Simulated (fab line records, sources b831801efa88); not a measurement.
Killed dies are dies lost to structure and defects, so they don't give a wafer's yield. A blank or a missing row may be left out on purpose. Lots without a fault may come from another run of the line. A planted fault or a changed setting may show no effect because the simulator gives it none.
Split-lot experiment | flow sky130 | 5 lots, 23 wafers read, on a route of 708 steps

THE SPLIT
At SKY_VIA1_SPUTTER_20 (material TiN, target thk 20 nm, time 80 s), the setting chamber_pressure_pa was moved away from the recipe's 5 Pa on 20 of the 23 wafers read, by -14.5% to +7.8%. The other wafers ran this setting at the recipe's value.

The reading is taken at the split's own step.

THE READING
TiN_of_VIA1_SPUTTER_20.thk_nm (the simulator's own value, which no gauge read), in nm, at SKY_VIA1_SPUTTER_20 (material TiN, target thk 20 nm, time 80 s). The file gives no usual value for it. The 3 wafers here that ran the recipe average 20.00 nm, standard deviation 0.088 nm.

wafer  | tool, chamber at the split | chamber_pressure_pa as run, Pa | against the recipe | TiN_of_VIA1_SPUTTER_20.thk_nm, nm | against lot-mates on the recipe
L074.1 | pvd_sputter-02, -          | 5.391                          | +7.8%              | 18.63                             | no lot-mate on the recipe
L074.2 | pvd_sputter-02, -          | 5.391                          | +7.8%              | 18.83                             | no lot-mate on the recipe
L074.3 | pvd_sputter-02, -          | 5.391                          | +7.8%              | 19.11                             | no lot-mate on the recipe
L074.5 | pvd_sputter-02, -          | 5.391                          | +7.8%              | 19.07                             | no lot-mate on the recipe
L074.6 | pvd_sputter-02, -          | 5.391                          | +7.8%              | 18.66                             | no lot-mate on the recipe
L076.1 | pvd_sputter-01, -          | 5                              | recipe             | 20.03                             | -
L076.2 | pvd_sputter-01, -          | 5                              | recipe             | 20.09                             | -
L076.5 | pvd_sputter-01, -          | 5                              | recipe             | 19.88                             | -
L080.2 | pvd_sputter-04, -          | 4.277                          | -14.5%             | 22.86                             | no lot-mate on the recipe
L080.3 | pvd_sputter-04, -          | 4.277                          | -14.5%             | 23                                | no lot-mate on the recipe
L080.4 | pvd_sputter-04, -          | 4.277                          | -14.5%             | 22.88                             | no lot-mate on the recipe
L080.5 | pvd_sputter-04, -          | 4.277                          | -14.5%             | 22.75                             | no lot-mate on the recipe
L080.6 | pvd_sputter-04, -          | 4.277                          | -14.5%             | 22.87                             | no lot-mate on the recipe
L079.1 | pvd_sputter-02, -          | 4.549                          | -9.0%              | 21.61                             | no lot-mate on the recipe
L079.2 | pvd_sputter-02, -          | 4.549                          | -9.0%              | 21.98                             | no lot-mate on the recipe
L079.3 | pvd_sputter-02, -          | 4.549                          | -9.0%              | 21.73                             | no lot-mate on the recipe
L079.4 | pvd_sputter-02, -          | 4.549                          | -9.0%              | 21.88                             | no lot-mate on the recipe
L079.5 | pvd_sputter-02, -          | 4.549                          | -9.0%              | 21.67                             | no lot-mate on the recipe
L083.1 | pvd_sputter-02, -          | 4.472                          | -10.6%             | 22.03                             | no lot-mate on the recipe
L083.2 | pvd_sputter-02, -          | 4.472                          | -10.6%             | 22.22                             | no lot-mate on the recipe
L083.3 | pvd_sputter-02, -          | 4.472                          | -10.6%             | 22.41                             | no lot-mate on the recipe
L083.5 | pvd_sputter-02, -          | 4.472                          | -10.6%             | 22.05                             | no lot-mate on the recipe
L083.6 | pvd_sputter-02, -          | 4.472                          | -10.6%             | 22.55                             | no lot-mate on the recipe

THE FIT
A straight line over all 23 wafers: TiN_of_VIA1_SPUTTER_20.thk_nm changes by -0.183 nm for each +1% of chamber_pressure_pa; r = -0.99; the points scatter about the line by 0.2 nm.
Too few moved wafers have a lot-mate on the recipe to fit a line with each lot's own level taken away.

THE FILE'S OWN FIT
TiN_of_VIA1_SPUTTER_20.thk_nm changes by -0.183 nm for each +1% of chamber_pressure_pa, r = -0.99.
